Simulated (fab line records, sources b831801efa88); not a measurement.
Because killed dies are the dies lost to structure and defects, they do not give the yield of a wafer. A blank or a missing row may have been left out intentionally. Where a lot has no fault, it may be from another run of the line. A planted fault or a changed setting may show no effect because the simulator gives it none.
Which of the tools did it?	flow gf180mcu	36 wafers from 12 lots sampled at 5 of the route's 602 steps

## WHAT THE GAUGES READ, wafer by wafer
GF_MVSD_TW_MEAS_11.
lot	measured	on	MVSD_TW
L567	day 4 17:01	filmMetro-01	1584 1582 1593
L568	day 4 17:22	filmMetro-02	1572 1572 1575
L569	day 4 23:13	filmMetro-02	1567 1572 1570
L570	day 5 04:51	filmMetro-02	1575 1577 1577
L572	day 5 19:27	filmMetro-01	1586 1590 1580
L573	day 6 04:08	filmMetro-04	1578 1574 1579
L575	day 6 07:50	filmMetro-01	1594 1586 1587
L579	day 7 07:08	filmMetro-04	1513 1511 1515
L580	day 7 14:40	filmMetro-04	1519 1520 1509
L586	day 9 02:55	filmMetro-01	1581 1592 1583
L587	day 9 11:13	filmMetro-02	1581 1590 1580
L590	day 10 00:17	filmMetro-01	1594 1595 1588

GF_VT_IMPLANT_RS_MEAS_46: measures by four-point-probe.
lot	measured	on	MVSD_RS (ohm/sq)
L567	day 7 21:08	filmMetro-04	454.4 456.4 455.6
L568	day 7 21:24	filmMetro-01	455.4 454.1 453.7
L569	day 8 04:54	filmMetro-01	456.7 457.8 456.9
L570	day 8 10:34	filmMetro-01	455.5 455.7 454.8
L572	day 9 05:17	filmMetro-04	456.5 455.3 456.0
L573	day 9 14:04	filmMetro-02	454.3 454.8 455.3
L575	day 9 16:16	filmMetro-02	457.8 457.2 456.4
L579	day 10 21:09	filmMetro-02	558.3 556.5 558.8
L580	day 11 05:58	filmMetro-02	555.9 554.3 554.9
L586	day 13 02:28	filmMetro-04	456.4 456.3 455.6
L587	day 13 10:54	filmMetro-01	456.5 455.3 456.2
L590	day 14 03:07	filmMetro-01	456.3 455.2 455.8

GF_V1_THK_MEAS_03.
lot	measured	on	V1_CVD_02_THK (nm)
L567	day 17 17:22	filmMetro-03	831 837 838
L568	day 17 18:07	filmMetro-04	833 841 854
L569	day 18 01:56	filmMetro-01	838 835 847
L570	day 18 07:52	filmMetro-01	848 843 854
L572	day 19 11:41	filmMetro-01	824 857 841
L573	day 19 22:22	filmMetro-04	839 838 850
L575	day 20 04:25	filmMetro-03	833 851 849
L579	day 21 21:32	filmMetro-03	828 846 844
L580	day 22 04:26	filmMetro-04	841 839 855
L586	day 24 06:32	filmMetro-04	840 856 847
L587	day 24 16:01	filmMetro-03	833 844 842
L590	day 25 08:47	filmMetro-04	846 852 866

## TOOL THAT RAN EACH LOT (tool first, then ch and the chambers of the sampled wafers, then the start)
lot	GF_MVSD_IMPLANT_09	GF_M1_SPUTTER_00
L567	implanter-04 ch 0, day 4 16:47	pvdSputter-02, day 16 16:41
L568	implanter-03 ch 0, day 4 17:07	pvdSputter-03, day 16 17:38
L569	implanter-04 ch 0, day 4 22:58	pvdSputter-02, day 17 01:32
L570	implanter-02 ch 0, day 5 04:36	pvdSputter-02, day 17 07:47
L572	implanter-02 ch 0, day 5 19:14	pvdSputter-03, day 18 10:07
L573	implanter-04 ch 0, day 6 03:54	pvdSputter-04, day 18 19:56
L575	implanter-03 ch 0, day 6 07:36	pvdSputter-02, day 19 01:53
L579	implanter-04 ch 0, day 7 06:53	pvdSputter-02, day 20 20:04
L580	implanter-04 ch 0, day 7 14:21	pvdSputter-02, day 21 03:58
L586	implanter-03 ch 0, day 9 02:41	pvdSputter-02, day 23 06:43
L587	implanter-03 ch 0, day 9 10:58	pvdSputter-02, day 23 16:01
L590	implanter-02 ch 0, day 10 00:02	pvdSputter-03, day 24 10:03
- GF_MVSD_IMPLANT_09
- GF_M1_SPUTTER_00: material Ti, target thk 37.5 nm, time 150 s.

## AS READ BY THE TOOLS THEMSELVES (means over the sampled wafers that have a number; for cases with no such wafer, the mark the record gives instead)
GF_MVSD_IMPLANT_09.
lot	tool	beamOnS (s)	doseIonsCm2	endStationPressureTorr (Torr)	faradayCurrentUA
L567	implanter-04	10.10	5e+12	4.96e-06	27.9
L568	implanter-03	10.17	5e+12	5.24e-06	27.7
L569	implanter-04	10.19	5e+12	4.87e-06	27.8
L570	implanter-02	10.11	5e+12	5.14e-06	27.8
L572	implanter-02	10.14	5e+12	4.95e-06	27.8
L573	implanter-04	9.98	5e+12	5.04e-06	28.3
L575	implanter-03	10.11	5e+12	5.19e-06	27.9
L579	implanter-04	10.14	5e+11	4.84e-06	2.8
L580	implanter-04	9.96	5e+11	5.06e-06	2.8
L586	implanter-03	10.06	5e+12	4.93e-06	28.1
L587	implanter-03	9.92	5e+12	5.05e-06	28.4
L590	implanter-02	10.02	5e+12	5.05e-06	28.2

GF_M1_SPUTTER_00.
lot	tool	substrateTempC (C)	throttleValvePct (%)
L567	pvdSputter-02	200.00	30.5
L568	pvdSputter-03	200.01	29.6
L569	pvdSputter-02	199.92	29.1
L570	pvdSputter-02	199.93	29.4
L572	pvdSputter-03	199.97	30.6
L573	pvdSputter-04	200.02	30.7
L575	pvdSputter-02	200.13	30.3
L579	pvdSputter-02	200.10	30.1
L580	pvdSputter-02	199.85	29.5
L586	pvdSputter-02	199.96	29.7
L587	pvdSputter-02	200.16	29.8
L590	pvdSputter-03	199.96	30.3

## THE ANSWER, worked out from the rows above alone
Rule: usual is defined by the lots themselves. The widest of any qualifying gaps counts: lots, ordered by their means at a reading, are off when they make up no more than a third of the lots, leave a main group of 4 or more, and stand apart from it by 3 or more times the standard deviation of that group's means. A main group is skipped when, at the precision printed for the reading in the tables above, its means are all equal. A lot without any number at a reading at which 4 lots or more have one is off too. Where the step has rows for the other lots, those lots are counted as sound. The gauges are gone through in route order, then the tools' own readings, and for those a lot's mean is taken as printed above. The first step at which some lot is off is used, and at that step the reading that is off furthest; a lot without a number counts as furthest.
Off: L579, L580, seen at GF_MVSD_TW_MEAS_11 (MVSD_TW). Main group: mean 1582, sd 7.
A tool fits if, at a process step before that reading, it ran every lot that is off, and no sound lot after the first of them. Not tried: the gauges at GF_MVSD_TW_MEAS_11; whatever is off there is also off at GF_VT_IMPLANT_RS_MEAS_46, on other tools, and gauge error can't account for it. One candidate fits, namely implanter-04 at GF_MVSD_IMPLANT_09. A fault onset in the window from L573 (day 6 03:54, its last sound lot) to L579 (day 7 06:53, its first lot off) fits.
The tool's own readings at GF_MVSD_IMPLANT_09 bear it out: on the lots that are off they differ by more than 5 times the standard deviation of the sound lots' means. doseIonsCm2 reads 5e+11 there against 5e+12 on the sound lots; faradayCurrentUA reads 2.8 there against 28.0 on the sound lots.

## WHAT WAS PUT IN BY THE SIMULATOR
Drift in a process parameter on implanter-04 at GF_MVSD_IMPLANT_09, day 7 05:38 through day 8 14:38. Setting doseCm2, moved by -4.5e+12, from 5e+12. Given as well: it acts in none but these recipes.
Shown lots that were struck: L579, L580. This agrees with what the rule above found.
